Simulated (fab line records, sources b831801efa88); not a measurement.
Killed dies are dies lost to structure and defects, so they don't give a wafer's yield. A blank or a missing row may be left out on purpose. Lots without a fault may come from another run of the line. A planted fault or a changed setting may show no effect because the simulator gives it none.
fab line records | flow sky130
record lots=5 wafers=15 last_day=50
route steps=708 shown VIA4@646 METAL5@661
lots that met no fault: from a run of the same line without faults
start_h: hours from the record's first day to the start of the lot's first wafer shown | wait_h: hours since the lot's step before | " the same as in the row above | L1.1+2: a row that stands for several wafers | - no value, or no start given | * or withheld: withheld | < > ~ a bound
route shown NAME@n: a module of which the file shows steps, and the number in the route of the first | usual: mean/standard deviation of fault-free wafers | same: alike in all rows | chamber/n: place in a boat | sites: the reading at each site | _std_site: their standard deviation | _edge_site: outer sites' mean less inner sites' | radius_mm: how far each site lies from the wafer's centre | mask NAME#n: copy n | behind: the tool/chamber that last shaped the wafer | hold: why the lot was held/for how many hours/how that ended | device: the transistor (n, p or np) that didn't switch | end of line: the same wafers' tests at the end of the route | a step without rows: its recipe alone | killed: dies lost to structure and defects at the first sort, not the wafer's yield | map: a wafer's dies, x killed, . not, _ none there
set.NAME: the setting as run; set.NAME@STEP: as run at that earlier step | model.NAME: the simulator's own value behind a step, which no gauge read
lots at some steps of the route; a table a step, a row a wafer
services: from which hour (start_h, from the record's first day; less than 0 if before it) a tool's chamber was out of use, for how many hours, and why
## steps
# step SKY_VIA4_SOFTBAKE_07
# recipe temp_c=90 time_s=60 resist=NOVOLAK
# usual exhaust_pa=44.8/0.81 plate_temp_C=90.01/0.13 resist_line_temp_C=23.01/0.091
# columns lot.wafer tool chamber start_h wait_h exhaust_pa plate_temp_C resist_line_temp_C
L074.1 litho_track-01 0 985.27 0.1 45.1 89.83 23.06
L074.2 " 0 " " 44.6 89.89 23.09
L074.4 " 0 " " 45.8 89.99 23.06
L083.3 litho_track-01 0 1051.02 0.1 44.4 90.15 22.90
L083.5 " 0 " " 43.8 89.98 22.95
L083.6 " 0 " " 45.3 90.07 23.00
L084.3 litho_track-01 0 1058.52 0.1 44.6 89.79 23.16
L084.5 " 0 " " 43.2 90.00 22.90
L084.6 " 0 " " 43.7 89.91 23.06
L093.1 litho_track-04 0 1141.44 0.1 43.6 89.79 22.89
L093.3 " 0 " " 43.5 89.84 22.97
L093.4 " 0 " " 43.4 89.83 22.91
L096.1 litho_track-01 0 1145.82 0.1 44.8 89.89 23.02
L096.5 " 0 " " 44.8 90.09 22.97
L096.6 " 0 " " 45.6 90.33 23.06
# step SKY_VIA4_EXPOSE_08
# recipe mask_id=VIM4 na=0.6 source_shape=conventional sigma_outer=0.6 polarization=unpolarized target_cd_nm=800 dose_mj=132
# columns lot.wafer tool chamber start_h wait_h mask
L074.1+2+4 iline_stepper-02 0 - - VIM4#0
L083.3+5+6 iline_stepper-01 0 - - VIM4#0
L084.3+5+6 iline_stepper-02 0 - - VIM4#0
L093.1+3+4 iline_stepper-02 0 - - VIM4#0
L096.1+5+6 iline_stepper-02 0 - - VIM4#0
# step SKY_VIA4_PEB_09
# recipe temp_c=withheld time_s=* resist=NOVOLAK
# usual exhaust_pa=44.8/0.84 resist_line_temp_C=*
# columns lot.wafer tool chamber start_h wait_h exhaust_pa resist_line_temp_C
L074.1 litho_track-02 0 - - 43.6 *
L074.2 " 0 " " 44.4 *
L074.4 " 0 " " 44.0 *
L083.3 litho_track-01 0 - - 44.7 *
L083.5 " 0 " " 44.0 *
L083.6 " 0 " " 44.0 *
L084.3 litho_track-04 0 - - 44.7 *
L084.5 " 0 " " 45.7 *
L084.6 " 0 " " 44.2 *
L093.1 litho_track-02 0 - - 44.8 *
L093.3 " 0 " " 44.7 *
L093.4 " 0 " " 45.0 *
L096.1 litho_track-02 0 - - 43.9 *
L096.5 " 0 " " 44.7 *
L096.6 " 0 " " 44.0 *
# step SKY_VIA4_DEVELOP_10
# recipe resist=NOVOLAK developer=TMAH develop_time_s=60 dev_temp_c=23
# usual exhaust_pa=44.9/1.1 resist_line_temp_C=23.00/0.1
# columns lot.wafer tool chamber start_h wait_h exhaust_pa resist_line_temp_C
L074.1 litho_track-02 0 996.68 0.1 45.0 23.01
L074.2 " 0 " " 46.2 23.06
L074.4 " 0 " " 46.1 22.94
L083.3 litho_track-01 0 1061.77 0.1 44.3 23.18
L083.5 " 0 " " 44.6 23.10
L083.6 " 0 " " 46.0 23.19
L084.3 litho_track-04 0 1069.64 0.1 45.5 22.99
L084.5 " 0 " " 44.8 22.87
L084.6 " 0 " " 46.1 23.21
L093.1 litho_track-02 0 1150.63 0.1 44.3 22.96
L093.3 " 0 " " 45.4 22.95
L093.4 " 0 " " 44.4 22.86
L096.1 litho_track-02 0 1154.83 0.1 45.1 22.90
L096.5 " 0 " " 45.4 22.87
L096.6 " 0 " " 44.5 22.88
# step SKY_VIA4_OVL_MEAS_11
# usual VIA4_OVL=0.8/1.4
# columns lot.wafer tool chamber start_h wait_h VIA4_OVL[nm]
L074.1 overlay-02 - 996.83 0.1 0.7
L074.2 " - " " -0.3
L074.4 " - " " -1.5
L083.3 overlay-01 - 1061.89 0.1 1.8
L083.5 " - " " 2.3
L083.6 " - " " 0.7
L084.3 overlay-02 - 1069.75 0.1 2.8
L084.5 " - " " 2.1
L084.6 " - " " 2.3
L093.1 overlay-02 - 1150.78 0.1 1.2
L093.3 " - " " 0.0
L093.4 " - " " 2.2
L096.1 overlay-02 - 1154.98 0.1 -1.3
L096.5 " - " " 1.9
L096.6 " - " " 0.2
# step SKY_VIA4_ETCH_12
# recipe target=SiO2 chemistry=C4F8/O2/Ar stop_on=TiN mask_material=NOVOLAK source_w=1500 bias_w=1200 pressure_mtorr=40 c4f8_flow_sccm=withheld O2_flow_sccm=6 Ar_flow_sccm=300 time_s=withheld target_depth_a=5800
# usual oes_product_au=0.931/0.0044 rf_fwd_power_W=1493/4.9
# columns lot.wafer tool chamber start_h wait_h oes_product_au rf_fwd_power_W
L074.1 rie_diel-01 1 996.87 0.0 0.927 1488
L074.2 " 2 " " 0.939 1486
L074.4 " 3 " " 0.932 1493
L083.3 rie_diel-03 1 1061.91 0.0 0.927 1493
L083.5 " 1 " " 0.922 1490
L083.6 " 0 " " 0.931 1500
L084.3 rie_diel-04 2 1069.77 0.0 0.928 1493
L084.5 " 0 " " 0.934 1491
L084.6 " 1 " " 0.934 1489
L093.1 rie_diel-04 2 1150.82 0.0 0.935 1488
L093.3 " 3 " " 0.925 1493
L093.4 " 0 " " 0.932 1492
L096.1 rie_diel-04 2 1155.02 0.0 0.927 1483
L096.5 " 1 " " 0.929 1495
L096.6 " 0 " " 0.937 1491
# step SKY_VIA4_STRIP_13
# recipe chemistry=O2/N2 power_w=1400 pressure_mtorr=1500 platen_temp_c=withheld o2_flow_sccm=3000 n2_flow_sccm=300 overash_fraction=0.5
# usual drypump_motor_current_A=6.0/0.52 oes_product_au=0.709/0.0042 strip_time_to_endpoint_s=12.798/0.028
# same overash_fraction=0.5
# columns lot.wafer tool chamber start_h wait_h drypump_motor_current_A oes_product_au rf_hours_counter_h strip_time_to_endpoint_s
L074.1 plasma_asher-01 0 996.94 - 5.8 0.709 28 12.833
L074.2 " 1 " " 6.5 0.708 28 12.830
L074.4 " 1 " " 6.4 0.708 - 12.815
L083.3 plasma_asher-04 0 1062.02 - 6.5 0.706 - 12.801
L083.5 " 1 " " 5.4 0.705 - 12.826
L083.6 " 0 " " 6.5 0.708 - 12.754
L084.3 plasma_asher-04 1 1069.88 - 5.3 0.708 - 12.828
L084.5 " 1 " " 5.3 0.713 - 12.777
L084.6 " 0 " " 6.5 0.711 - 12.801
L093.1 plasma_asher-03 0 1150.89 - 6.7 0.713 8 12.826
L093.3 " 1 " " 5.5 0.709 - 12.806
L093.4 " 0 " " 6.7 0.707 - 12.797
L096.1 plasma_asher-03 1 1155.09 - 5.5 0.718 8 12.828
L096.5 " 0 " " 6.6 0.712 - 12.800
L096.6 " 1 " " 5.5 0.708 - 12.754
# step SKY_VIA4_STRIP_14
# recipe chemistry=post_etch_residue_remover time_s=1200 temp_c=72.5
# columns lot.wafer tool chamber start_h wait_h
L074.1+2+4 wet_bench-02 3 997.04 0.1
L083.3+5+6 wet_bench-04 0 1062.08 0.0
L084.3+5+6 wet_bench-04 0 1069.95 0.0
L093.1+3+4 wet_bench-02 1 1150.99 0.1
L096.1+5+6 wet_bench-04 2 1155.19 0.1
# step SKY_VIA4_CLEAN_15
# recipe chemistry=IPA time_s=180 temp_c=25
# columns lot.wafer tool chamber start_h wait_h
L074.1+2+4 wet_bench-01 1 997.38 0.0
L083.3+5+6 wet_bench-01 2 1062.42 0.0
L084.3+5+6 wet_bench-01 3 1070.29 0.0
L093.1+3+4 wet_bench-04 0 1151.34 0.0
L096.1+5+6 wet_bench-01 0 1155.60 0.0
# step SKY_VIA4_CLEAN_16
# recipe chemistry=O3/DIW dry=n2_spin
# columns lot.wafer tool chamber start_h wait_h
L074.1+2+4 wet_bench-04 1 997.44 0.0
L083.3+5+6 wet_bench-02 2 1062.54 0.0
L084.3+5+6 wet_bench-02 1 1070.35 0.0
L093.1+3+4 wet_bench-01 2 1151.40 0.0
L096.1+5+6 wet_bench-02 0 1155.72 0.0
# step SKY_VIA4_SPUTTER_17
# recipe material=TiN target_thk_nm=20 chamber_pressure_pa=5 power_w=4000 time_s=80
# usual throttle_valve_pct=30.3/0.83
# columns lot.wafer tool chamber start_h wait_h throttle_valve_pct
L074.1 pvd_sputter-01 - 997.54 0.0 30.4
L074.2 " - " " 30.9
L074.4 " - " " 31.1
L083.3 pvd_sputter-02 - 1062.63 0.0 29.4
L083.5 " - " " 29.0
L083.6 " - " " 30.6
L084.3 pvd_sputter-04 - 1070.44 0.0 30.7
L084.5 " - " " 29.6
L084.6 " - " " 30.7
L093.1 pvd_sputter-01 - 1151.49 0.0 28.9
L093.3 " - " " 30.5
L093.4 " - " " 30.9
L096.1 pvd_sputter-04 - 1155.81 0.0 30.6
L096.5 " - " " 30.7
L096.6 " - " " 31.0
# step SKY_VIA4_CVD_18
# recipe material=W target_thk_nm=505 time_s=152.14 temp_c=400 pressure_torr=40
# usual heater_power_w=861/100
# columns lot.wafer tool chamber start_h wait_h heater_power_w
L074.1 cvd_w-01 1 997.60 0.0 815
L074.2 " 0 " " 718
L074.4 " 1 " " 844
L083.3 cvd_w-02 0 1062.74 0.1 990
L083.5 " 0 " " 1006
L083.6 " 1 " " 856
L084.3 cvd_w-02 0 1070.55 0.1 1000
L084.5 " 0 " " 1000
L084.6 " 1 " " 817
L093.1 cvd_w-02 0 1151.55 0.0 1018
L093.3 " 1 " " 851
L093.4 " 0 " " 1014
L096.1 cvd_w-02 0 1155.87 0.0 1015
L096.5 " 0 " " 1001
L096.6 " 1 " " 849
# step SKY_VIA4_RS_MEAS_19
# recipe thk_meas_gauge=four-point-probe reads=W_of_VIA4_CVD_18+TiN_of_VIA4_SPUTTER_17
# usual VIA4_W_RS=0.2274/0.0026
# columns lot.wafer tool chamber start_h wait_h VIA4_W_RS[ohm/sq]
L074.1 film_metro-03 - 997.76 0.1 0.2269
L074.2 " - " " 0.2290
L074.4 " - " " 0.2271
L083.3 film_metro-04 - 1062.89 0.1 0.2297
L083.5 " - " " 0.2270
L083.6 " - " " 0.2318
L084.3 film_metro-03 - 1070.69 0.1 0.2239
L084.5 " - " " 0.2262
L084.6 " - " " 0.2281
L093.1 film_metro-01 - 1151.70 0.1 0.2231
L093.3 " - " " 0.2243
L093.4 " - " " 0.2226
L096.1 film_metro-03 - 1156.02 0.1 0.2249
L096.5 " - " " 0.2242
L096.6 " - " " 0.2257
# step SKY_VIA4_THK_MEAS_20
# recipe thk_meas_gauge=xrf reads=W_of_VIA4_CVD_18
# usual VIA4_W_THK=503/7.5
# columns lot.wafer tool chamber start_h wait_h VIA4_W_THK[nm]
L074.1 film_metro-03 - 997.88 0.1 506
L074.2 " - " " 502
L074.4 " - " " 504
L083.3 film_metro-04 - 1062.99 0.1 496
L083.5 " - " " 505
L083.6 " - " " 492
L084.3 film_metro-03 - 1070.79 0.1 518
L084.5 " - " " 510
L084.6 " - " " 507
L093.1 film_metro-01 - 1151.82 0.1 519
L093.3 " - " " 517
L093.4 " - " " 520
L096.1 film_metro-03 - 1156.14 0.1 510
L096.5 " - " " 511
L096.6 " - " " 508
# step SKY_VIA4_CMP_21
# recipe stop_on=SiO2 t_overpolish_s=25 down_force_psi=3.5 platen_rpm=60 target_thk_nm=0 pad_velocity_m_s=0.94248
# usual motor_current_A=11.2/0.66 overpolish_run_s=25.000/0.0088 platen_rpm=60.00/0.042 time_to_endpoint_s=123/6
# same t_overpolish_s=25
# columns lot.wafer tool chamber start_h wait_h motor_current_A overpolish_run_s platen_rpm time_to_endpoint_s
L074.1 cmp-02 3 997.94 0.1 10.1 25.017 60.00 118
L074.2 " 0 " " 11.1 25.006 59.92 123
L074.4 " 1 " " 12.2 25.006 60.02 122
L083.3 cmp-02 0 1063.18 0.2 11.4 24.997 60.08 118
L083.5 " 1 " " 13.1 24.992 59.99 121
L083.6 " 2 " " 10.4 25.001 60.00 115
L084.3 cmp-01 2 1070.83 0.0 11.3 25.002 59.90 125
L084.6 " 2 " " 10.8 25.011 59.94 124
L084.5 " 3 " " 10.8 25.008 59.96 123
L093.4 cmp-01 0 1151.88 0.0 11.2 24.999 60.04 130
L093.1 " 1 " " 11.9 24.990 59.97 132
L093.3 " 2 " " 11.2 25.000 60.02 131
L096.1 cmp-02 2 1156.35 0.2 10.2 24.988 60.03 118
L096.5 " 0 " " 10.7 24.987 60.02 128
L096.6 " 1 " " 12.0 24.997 60.06 121
# step SKY_METAL5_SPUTTER_00
# recipe material=Ti target_thk_nm=15 power_w=3000 time_s=10 chamber_pressure_pa=0.4
# usual throttle_valve_pct=30.1/0.64
# columns lot.wafer tool chamber start_h wait_h throttle_valve_pct
L074.1 pvd_sputter-03 - 998.24 0.2 29.8
L074.2 " - " " 30.0
L074.4 " - " " 30.1
L083.3 pvd_sputter-04 - 1063.33 0.1 29.4
L083.5 " - " " 30.8
L083.6 " - " " 29.5
L084.3 pvd_sputter-03 - 1071.13 0.2 30.2
L084.5 " - " " 29.7
L084.6 " - " " 30.2
L093.1 pvd_sputter-02 - 1152.18 0.2 28.9
L093.3 " - " " 31.3
L093.4 " - " " 29.4
L096.1 pvd_sputter-04 - 1156.55 0.1 31.0
L096.5 " - " " 29.5
L096.6 " - " " 30.9
# step SKY_METAL5_SPUTTER_01
# recipe material=TiN target_thk_nm=20 power_w=6500 time_s=16.7 chamber_pressure_pa=0.4
# usual throttle_valve_pct=30.1/0.61
# columns lot.wafer tool chamber start_h wait_h throttle_valve_pct
L074.1 pvd_sputter-03 - 998.26 0.0 29.7
L074.2 " - " " 30.2
L074.4 " - " " 29.9
L083.3 pvd_sputter-04 - 1063.35 0.0 29.7
L083.5 " - " " 31.1
L083.6 " - " " 29.4
L084.3 pvd_sputter-03 - 1071.15 0.0 30.0
L084.5 " - " " 29.8
L084.6 " - " " 29.9
L093.1 pvd_sputter-02 - 1152.21 0.0 29.2
L093.3 " - " " 31.4
L093.4 " - " " 29.7
L096.1 pvd_sputter-04 - 1156.57 0.0 30.7
L096.5 " - " " 29.4
L096.6 " - " " 30.6
# step SKY_METAL5_SPUTTER_02
# recipe material=AlCu target_thk_nm=1150 power_w=10600 time_s=61.2 chamber_pressure_pa=0.4
# usual throttle_valve_pct=30.1/0.64
# columns lot.wafer tool chamber start_h wait_h throttle_valve_pct
L074.1 pvd_sputter-03 - 998.28 0.0 29.6
L074.2 " - " " 29.9
L074.4 " - " " 29.6
L083.3 pvd_sputter-04 - 1063.37 0.0 28.9
L083.5 " - " " 30.8
L083.6 " - " " 29.4
L084.3 pvd_sputter-03 - 1071.18 0.0 29.8
L084.5 " - " " 29.7
L084.6 " - " " 30.0
L093.1 pvd_sputter-02 - 1152.23 0.0 29.2
L093.3 " - " " 31.6
L093.4 " - " " 29.6
L096.1 pvd_sputter-04 - 1156.60 0.0 30.6
L096.5 " - " " 29.4
L096.6 " - " " 30.8
# step SKY_METAL5_SPUTTER_03
# recipe material=Ti target_thk_nm=5 power_w=3000 time_s=3.3 chamber_pressure_pa=0.3912
# usual throttle_valve_pct=30.1/0.64
# columns lot.wafer tool chamber start_h wait_h throttle_valve_pct
L074.1 pvd_sputter-03 - 998.33 0.0 29.5
L074.2 " - " " 30.0
L074.4 " - " " 29.9
L083.3 pvd_sputter-04 - 1063.42 0.0 29.4
L083.5 " - " " 30.7
L083.6 " - " " 29.1
L084.3 pvd_sputter-03 - 1071.23 0.0 30.0
L084.5 " - " " 29.9
L084.6 " - " " 29.9
L093.1 pvd_sputter-02 - 1152.28 0.0 29.1
L093.3 " - " " 31.6
L093.4 " - " " 29.3
L096.1 pvd_sputter-04 - 1156.65 0.0 31.0
L096.5 " - " " 29.1
L096.6 " - " " 30.7
# step SKY_METAL5_SPUTTER_04
# recipe material=TiN target_thk_nm=70 power_w=6500 time_s=58.3 chamber_pressure_pa=0.4
# usual throttle_valve_pct=30.1/0.61
# columns lot.wafer tool chamber start_h wait_h throttle_valve_pct
L074.1 pvd_sputter-03 - 998.35 0.0 29.6
L074.2 " - " " 30.0
L074.4 " - " " 29.8
L083.3 pvd_sputter-04 - 1063.44 0.0 29.5
L083.5 " - " " 30.9
L083.6 " - " " 29.4
L084.3 pvd_sputter-03 - 1071.25 0.0 30.2
L084.5 " - " " 29.3
L084.6 " - " " 30.0
L093.1 pvd_sputter-02 - 1152.30 0.0 29.2
L093.3 " - " " 30.9
L093.4 " - " " 29.6
L096.1 pvd_sputter-04 - 1156.66 0.0 31.0
L096.5 " - " " 29.6
L096.6 " - " " 31.0
# step SKY_METAL5_RS_MEAS_05
# recipe thk_meas_gauge=four-point-probe reads=TiN_of_METAL5_SPUTTER_04+Ti_of_METAL5_SPUTTER_03+AlCu_of_METAL5_SPUTTER_02+TiN_of_METAL5_SPUTTER_01+Ti_of_METAL5_SPUTTER_00
# usual METAL5_ALCU_RS=0.0271/0.00031
# columns lot.wafer tool chamber start_h wait_h METAL5_ALCU_RS[ohm/sq]
L074.1 film_metro-02 - 998.40 0.0 0.0267
L074.2 " - " " 0.0263
L074.4 " - " " 0.0268
L083.3 film_metro-01 - 1063.53 0.1 0.0269
L083.5 " - " " 0.0273
L083.6 " - " " 0.0272
L084.3 film_metro-01 - 1071.34 0.1 0.0270
L084.5 " - " " 0.0272
L084.6 " - " " 0.0273
L093.1 film_metro-02 - 1152.35 0.0 0.0269
L093.3 " - " " 0.0269
L093.4 " - " " 0.0271
L096.1 film_metro-02 - 1156.71 0.0 0.0270
L096.5 " - " " 0.0268
L096.6 " - " " 0.0272
# step SKY_METAL5_THK_MEAS_06
# recipe thk_meas_gauge=xrf reads=AlCu_of_METAL5_SPUTTER_02
# usual METAL5_ALCU_THK=1141/14
# columns lot.wafer tool chamber start_h wait_h METAL5_ALCU_THK[nm]
L074.1 film_metro-02 - 998.52 0.1 1168
L074.2 " - " " 1184
L074.4 " - " " 1167
L083.3 film_metro-01 - 1063.63 0.1 1141
L083.5 " - " " 1127
L083.6 " - " " 1136
L084.3 film_metro-01 - 1071.44 0.1 1135
L084.5 " - " " 1135
L084.6 " - " " 1136
L093.1 film_metro-02 - 1152.47 0.1 1149
L093.3 " - " " 1153
L093.4 " - " " 1140
L096.1 film_metro-02 - 1156.83 0.1 1137
L096.5 " - " " 1153
L096.6 " - " " 1128
# step SKY_METAL5_DEHYDRATE_07
# recipe temp_c=200 time_s=60
# usual exhaust_pa=45.2/0.83 plate_temp_C=200.02/0.15 resist_line_temp_C=23.00/0.099
# columns lot.wafer tool chamber start_h wait_h exhaust_pa plate_temp_C resist_line_temp_C
L074.1 litho_track-03 0 1009.15 10.6 45.4 200.11 23.02
L074.2 " 0 " " 44.9 199.83 22.99
L074.4 " 0 " " 45.3 199.90 22.95
L083.3 litho_track-01 0 1073.47 9.8 45.2 200.09 22.98
L083.5 " 0 " " 47.0 200.26 23.02
L083.6 " 0 " " 45.9 200.09 22.85
L084.3 litho_track-04 0 1080.34 8.9 45.0 200.13 23.10
L084.5 " 0 " " 44.5 199.87 23.12
L084.6 " 0 " " 46.2 200.19 22.83
L093.1 litho_track-01 0 1160.22 7.7 43.9 200.14 22.87
L093.3 " 0 " " 44.9 199.97 23.09
L093.4 " 0 " " 45.0 200.06 23.02
L096.1 litho_track-04 0 1164.74 7.9 45.5 199.87 22.90
L096.5 " 0 " " 44.7 200.29 23.19
L096.6 " 0 " " 45.7 200.08 22.98
# step SKY_METAL5_HMDS_08
# recipe prime_time_s=60 prime_temp_c=120
# usual exhaust_pa=45.1/0.89 resist_line_temp_C=23.01/0.092
# columns lot.wafer tool chamber start_h wait_h exhaust_pa resist_line_temp_C
L074.1 litho_track-03 0 1009.30 0.1 45.6 22.85
L074.2 " 0 " " 46.4 22.97
L074.4 " 0 " " 45.3 23.02
L083.3 litho_track-01 0 1073.62 0.1 45.2 22.99
L083.5 " 0 " " 45.1 23.01
L083.6 " 0 " " 45.0 23.02
L084.3 litho_track-04 0 1080.49 0.1 45.8 22.84
L084.5 " 0 " " 46.5 22.80
L084.6 " 0 " " 46.0 22.92
L093.1 litho_track-01 0 1160.37 0.1 44.2 23.01
L093.3 " 0 " " 44.4 22.97
L093.4 " 0 " " 44.8 22.94
L096.1 litho_track-04 0 1164.89 0.1 45.7 22.90
L096.5 " 0 " " 46.8 22.94
L096.6 " 0 " " 45.2 23.00
# step SKY_METAL5_COAT_09
# recipe resist=NOVOLAK spin_rpm=3000 resist_thk_nm=1800
# usual exhaust_pa=44.9/0.81 resist_line_temp_C=23.01/0.098
# columns lot.wafer tool chamber start_h wait_h exhaust_pa resist_line_temp_C
L074.1 litho_track-03 0 1009.45 0.1 45.9 23.10
L074.2 " 0 " " 46.0 22.91
L074.4 " 0 " " 46.3 22.90
L083.3 litho_track-01 0 1073.77 0.1 44.1 22.96
L083.5 " 0 " " 44.2 23.01
L083.6 " 0 " " 45.0 23.01
L084.3 litho_track-04 0 1080.64 0.1 44.6 23.02
L084.5 " 0 " " 45.3 23.11
L084.6 " 0 " " 46.5 23.14
L093.1 litho_track-01 0 1160.52 0.1 44.1 23.04
L093.3 " 0 " " 43.4 23.00
L093.4 " 0 " " 43.6 23.14
L096.1 litho_track-04 0 1165.04 0.1 44.8 23.08
L096.5 " 0 " " 44.5 23.03
L096.6 " 0 " " 43.5 22.87
# step SKY_METAL5_SOFTBAKE_10
# recipe temp_c=90 time_s=60 resist=NOVOLAK
# usual exhaust_pa=45.1/0.89 plate_temp_C=89.98/0.12 resist_line_temp_C=23.00/0.096
# columns lot.wafer tool chamber start_h wait_h exhaust_pa plate_temp_C resist_line_temp_C
L074.1 litho_track-03 0 1009.60 0.1 45.3 89.96 23.04
L074.2 " 0 " " 45.6 90.15 22.97
L074.4 " 0 " " 45.2 90.03 23.21
L083.3 litho_track-01 0 1073.92 0.1 45.3 90.02 23.13
L083.5 " 0 " " 45.8 90.05 23.12
L083.6 " 0 " " 47.0 89.93 23.16
L084.3 litho_track-04 0 1080.79 0.1 44.9 89.87 22.81
L084.5 " 0 " " 44.2 89.76 22.82
L084.6 " 0 " " 44.5 89.94 22.99
L093.1 litho_track-01 0 1160.67 0.1 45.9 89.87 22.90
L093.3 " 0 " " 45.0 89.98 22.83
L093.4 " 0 " " 45.4 90.03 22.93
L096.1 litho_track-04 0 1165.19 0.1 44.0 90.03 22.89
L096.5 " 0 " " 45.3 89.93 22.81
L096.6 " 0 " " 43.9 90.00 23.05
# step SKY_METAL5_EXPOSE_11
# recipe mask_id=MM5 na=0.6 source_shape=conventional sigma_outer=0.6 polarization=unpolarized target_cd_nm=1600 dose_mj=190
# columns lot.wafer tool chamber start_h wait_h mask
L074.1+2+4 iline_stepper-02 0 - - MM5#0
L083.3+5+6 iline_stepper-01 0 - - MM5#0
L084.3+5+6 iline_stepper-01 0 - - MM5#0
L093.1+3+4 iline_stepper-01 0 - - MM5#0
L096.1+5+6 iline_stepper-02 0 - - MM5#0
# step SKY_METAL5_PEB_12
# recipe temp_c=withheld time_s=* resist=NOVOLAK
# usual exhaust_pa=44.7/0.91 resist_line_temp_C=*
# columns lot.wafer tool chamber start_h wait_h exhaust_pa resist_line_temp_C
L074.1 litho_track-04 0 - - 43.1 *
L074.2 " 0 " " 43.9 *
L074.4 " 0 " " 44.4 *
L083.3 litho_track-03 0 - - 45.1 *
L083.5 " 0 " " 45.3 *
L083.6 " 0 " " 44.9 *
L084.3 litho_track-03 0 - - 42.2 *
L084.5 " 0 " " 44.3 *
L084.6 " 0 " " 45.0 *
L093.1 litho_track-01 0 - - 45.7 *
L093.3 " 0 " " 45.0 *
L093.4 " 0 " " 45.4 *
L096.1 litho_track-03 0 - - 44.0 *
L096.5 " 0 " " 44.1 *
L096.6 " 0 " " 44.0 *
# step SKY_METAL5_DEVELOP_13
# recipe resist=NOVOLAK developer=TMAH develop_time_s=60 dev_temp_c=23
# usual exhaust_pa=45.1/0.97 resist_line_temp_C=23.00/0.095
# columns lot.wafer tool chamber start_h wait_h exhaust_pa resist_line_temp_C
L074.1 litho_track-04 0 1021.04 0.1 44.3 23.11
L074.2 " 0 " " 45.2 23.01
L074.4 " 0 " " 44.3 22.95
L083.3 litho_track-03 0 1084.21 0.1 46.5 23.09
L083.5 " 0 " " 45.9 23.01
L083.6 " 0 " " 46.8 22.97
L084.3 litho_track-03 0 1091.26 0.1 43.3 22.97
L084.5 " 0 " " 44.0 22.92
L084.6 " 0 " " 44.7 23.00
L093.1 litho_track-01 0 1168.67 0.1 45.0 22.92
L093.3 " 0 " " 44.7 23.03
L093.4 " 0 " " 43.0 23.12
L096.1 litho_track-03 0 1173.31 0.1 44.6 22.95
L096.5 " 0 " " 44.7 23.08
L096.6 " 0 " " 44.7 23.15
# step SKY_METAL5_DESCUM_14
# recipe chemistry=O2 source_power_w=150 bias_power_w=0 pressure_mtorr=10 temp_c=40 time_s=11
# usual drypump_motor_current_A=6.1/0.51 he_backside_leak_sccm=3.31/0.16 oes_product_au=0.996/0.009 rf_fwd_power_W=147.3/0.61
# columns lot.wafer tool chamber start_h wait_h drypump_motor_current_A he_backside_leak_sccm oes_product_au rf_fwd_power_W rf_hours_counter_h
L074.1 rie_metal-04 1 1021.19 0.1 6.3 3.13 0.989 148.2 8
L074.2 " 0 " " 5.7 3.30 1.000 146.9 18
L074.4 " 1 " " 6.4 3.10 1.001 148.7 -
L083.3 rie_metal-04 0 1084.32 0.1 5.8 3.30 1.001 146.9 -
L083.5 " 1 " " 6.4 3.29 1.007 148.5 -
L083.6 " 0 " " 5.8 3.23 1.005 147.1 -
L084.3 rie_metal-02 1 1091.37 0.1 6.6 3.49 1.001 145.9 -
L084.5 " 0 " " 6.6 3.25 0.999 147.0 -
L084.6 " 1 " " 6.5 3.54 0.995 146.5 -
L093.1 rie_metal-02 1 1168.82 0.1 6.6 3.47 0.986 147.8 19
L093.3 " 0 " " 6.6 3.36 0.973 147.7 -
L093.4 " 1 " " 6.6 3.61 0.993 147.4 -
L096.1 rie_metal-04 0 1173.46 0.1 5.8 3.08 0.998 148.0 27
L096.5 " 0 " " 5.8 3.04 0.998 146.5 -
L096.6 " 1 " " 6.3 3.62 1.000 148.5 -
# step SKY_METAL5_METAL_ETCH_15
# recipe target_depth_a=12600 stop_on=SiO2 over_etch_frac=0.2 time_s=252 chemistry=Cl2/BCl3 resist_sidewall_deg=86 pressure_mtorr=10 icp_w=900 bias_w=48.5 Cl2_flow_sccm=60 bcl3_flow_sccm=30
# usual drypump_motor_current_A=6.1/0.51 he_backside_leak_sccm=3.4/0.41 oes_product_au=0.894/0.0047 rf_fwd_power_W=898.2/2.8 throttle_valve_pct=22.263/0.0094
# columns lot.wafer tool chamber start_h wait_h drypump_motor_current_A he_backside_leak_sccm oes_product_au rf_fwd_power_W rf_hours_counter_h throttle_valve_pct
L074.1 rie_metal-04 1 1021.22 0.0 6.4 3.3 0.895 901.0 8 22.271
L074.2 " 0 " " 5.8 3.1 0.896 900.0 18 22.269
L074.4 " 1 " " 6.3 3.7 0.890 899.0 - 22.276
L083.3 rie_metal-04 0 1084.42 0.1 5.8 3.1 0.891 902.5 - 22.256
L083.5 " 1 " " 6.4 3.4 0.884 903.0 - 22.275
L083.6 " 0 " " 5.8 3.2 0.890 896.8 - 22.271
L084.3 rie_metal-02 1 1091.47 0.1 6.5 3.4 0.893 902.9 - 22.245
L084.5 " 0 " " 6.6 3.1 0.888 900.4 - 22.254
L084.6 " 1 " " 6.5 3.5 0.893 901.4 - 22.262
L093.1 rie_metal-02 1 1168.86 0.0 6.6 3.7 0.892 898.5 19 22.271
L093.3 " 0 " " 6.6 3.3 0.901 902.9 - 22.247
L093.4 " 1 " " 6.5 3.5 0.889 904.4 - 22.264
L096.1 rie_metal-04 0 1173.49 0.0 5.7 3.1 0.900 898.8 27 22.266
L096.5 " 0 " " 5.7 3.0 0.892 900.6 - 22.253
L096.6 " 1 " " 6.3 3.3 0.899 901.3 - 22.253
## services
# columns tool chamber start_h hours kind
cmp-01 - 978.68 4.7 repair
rie_diel-04 1 979.75 9.2 repair
pvd_sputter-04 - 988.84 52.3 repair
wet_bench-02 - 995.87 1.1 repair
iline_stepper-02 - 1000.82 1.7 pm
wet_bench-01 - 1016.31 1.9 pm
iline_stepper-02 - 1023.41 2.0 repair
rie_diel-04 1 1039.30 4.3 repair
rie_metal-04 0 1043.23 22.2 repair
wet_bench-01 - 1050.46 6.2 repair
rie_metal-02 - 1053.13 0.3 repair
rie_diel-04 2 1060.72 6.0 repair
iline_stepper-02 - 1074.89 6.1 repair
cmp-02 - 1084.17 4.0 pm
rie_diel-04 1 1085.85 9.9 repair
cmp-02 - 1090.48 4.8 pm
iline_stepper-02 - 1094.10 2.1 repair
rie_diel-04 - 1103.65 0.3 repair
pvd_sputter-04 - 1108.19 9.8 repair
pvd_sputter-02 - 1124.34 0.6 repair
rie_diel-04 3 1129.79 11.0 repair
iline_stepper-01 - 1136.35 1.7 pm
pvd_sputter-04 - 1138.74 2.5 repair
pvd_sputter-03 - 1151.14 3.7 repair
## key
fault none
